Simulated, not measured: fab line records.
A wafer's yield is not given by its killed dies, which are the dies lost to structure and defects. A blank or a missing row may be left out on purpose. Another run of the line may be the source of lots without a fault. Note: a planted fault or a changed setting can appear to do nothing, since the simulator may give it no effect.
A struck lot beside a sound one | flow sky130 | 27 out of 708 route steps
Sound: these wafers, L701.3, L701.4, L701.5. Struck: wafers L713.3, L713.4, L713.5. Last of all comes the cause.
Order at every step that has rows: each side's tool, ch and its chambers, its first start. Under that, the readings that differ: sound wafers | struck wafers | difference of the means | sigmas: that difference in standard deviations of wafers without a fault.
alike: same words and numbers on both sides, and readings whose means sit less than 2 such deviations apart. not compared: any withheld reading, any reading some wafer has no value for, any bound like >300 that may hide the same value, and any number with overlapping values for which the record gives no deviation.
The two part at a step that has a row with sigmas, a row that says differs or no value, or rows on one side only. Non-overlapping numbers with no deviation appear without sigmas and do not part them. A reading that every wafer of one side lacks parts them only if that side has two wafers or more.

SKY_FIELD_ISO_OXIDATION_01: stabilise 600 s, purge 300 s, target thk 12 nm.
  sound on furnace-01 ch 0, day 1 10:07; struck on furnace-01 ch 0, day 4 00:57
  alike: spike-tc-top-C
SKY_FIELD_ISO_THK_MEAS_02:
  sound on film-metro-01 at day 1 11:39; struck on film-metro-04 at day 4 02:31
  reading                         | sound             | struck            | difference | sigmas
  FIELD_ISO_OXIDATION_00_THK (nm) | 11.94 11.71 11.82 | 19.78 19.38 19.65 | +7.78      | +39
then, 22 steps without rows for these wafers: SKY_FIELD_ISO_CVD_03 (deposits Si3N4 from DCS/NH3, target thk 165 nm, time 2830 s); SKY_FIELD_ISO_DEHYDRATE_05 (time 60 s); SKY_FIELD_ISO_HMDS_06 (prime time 60 s); SKY_FIELD_ISO_COAT_07 (resist thk 61.2 nm); SKY_FIELD_ISO_COAT_08 (resist thk 450 nm); SKY_FIELD_ISO_SOFTBAKE_09 (time 90 s); SKY_FIELD_ISO_EXPOSE_10 (exposes mask FOM, target cd 150 nm); SKY_FIELD_ISO_PEB_11; SKY_FIELD_ISO_DEVELOP_12 (develop time 60 s); SKY_FIELD_ISO_ETCH_14 (etches BARC in N2/H2, stops on SiO2, time 45.9 s, target depth 60 nm); SKY_FIELD_ISO_ETCH_15 (etches the open film in CHF3/O2, stops on Si, target depth 180 nm, time 72 s); SKY_FIELD_ISO_STRIP_16 (strips in O2/N2); SKY_FIELD_ISO_ETCH_17 (etches Si in HBr/Cl2/O2, target depth 342 nm, time 97.7 s); SKY_FIELD_ISO_WET_ETCH_18 (etches Si3N4 in H3PO4, target depth 25 nm, time 286 s); SKY_FIELD_ISO_CLEAN_19 (cleans in SC1/SC2, time 150 s); SKY_FIELD_ISO_CLEAN_20 (cleans in dHF, time 20 s); SKY_FIELD_ISO_WET_ETCH_21 (etches SiO2 in dHF, target depth 20 nm, time 400 s); SKY_FIELD_ISO_OXIDATION_22 (stabilise 600 s, purge 300 s, target thk 10 nm); SKY_FIELD_ISO_CVD_24 (deposits SiO2, target thk 595 nm, time 99.2 s); SKY_FIELD_ISO_ANNEAL_26 (time 1800 s); SKY_FIELD_ISO_CMP_27 (polishes, stops on Si3N4, t overpolish 16 s, target thk 457.8 nm); SKY_FIELD_ISO_WET_ETCH_28 (etches SiO2 in dHF, target depth 23.7 nm, time 47 s).
SKY_FIELD_ISO_WET_ETCH_29: etches Si3N4 in H3PO4, target depth 160 nm, time 1825 s.
  sound on wet-bench-02 ch 3, day 2 16:40; struck on wet-bench-01 ch 0, day 5 01:54
  reading                                          | sound            | struck            | difference | sigmas
  model.SiO2_of_FIELD_ISO_OXIDATION_01.thk-nm (nm) | 11.63 11.44 11.5 | 19.46 19.08 19.37 | +7.78      |
then, 1 step without rows for these wafers: SKY_FIELD_ISO_WET_ETCH_30 (etches SiO2 in dHF, target depth 25 nm, time 50 s).
-- a jump in the record: the struck wafers' starts before and after are 43 days apart (it breaks off in module FIELD_ISO and resumes in module PAD_OPEN, where the first step shown is number 708 of the route) --
SKY_PAD_OPEN_PROBE_99:
  sound on prober-02 at day 45 20:55; struck on prober-02 at day 48 09:34
  reading                                   | sound                         | struck                        | difference | sigmas
  killed_at_M4_up                           | 2 2 0                         | 12 3 3                        | +5         | +2
  model.etest.pfet_16v.r-on-ohm-um          | 1.527e+04 1.525e+04 1.531e+04 | 1.572e+04 1.625e+04 1.607e+04 | +7.367e+02 |
  model.etest.sram-nfet-pass.off-log10-a-um | -12.66 -12.76 -12.66          | -13.07 -13.15 -13.35          | -0.50      |
  model.etest.sram-nfet-pass.vt-v (V)       | 0.6723 0.6617 0.6658          | 0.7019 0.7079 0.7301          | +0.0467    |
  model.etest.sram-nfet-pass.vt-sat-v (V)   | 0.5677 0.5701 0.5648          | 0.6007 0.6035 0.6259          | +0.0425    |
  alike: killed_at_M0_to_M3, killed-at-contacts, killed-at-front-end, killed-at-other, killed-dies, killed-on-rim, killed-open, killed-short
  not compared: model.etest.field-n.vt-v, model.etest.diode-ndiff-fingers.leak-log10-a-cm2, model.etest.diode-pdiff-fingers.leak-log10-a-cm2

WHERE THEY PART
First at SKY_FIELD_ISO_THK_MEAS_02; last, within this record, at SKY_PAD_OPEN_PROBE_99.

WHY: the cause the simulator had injected
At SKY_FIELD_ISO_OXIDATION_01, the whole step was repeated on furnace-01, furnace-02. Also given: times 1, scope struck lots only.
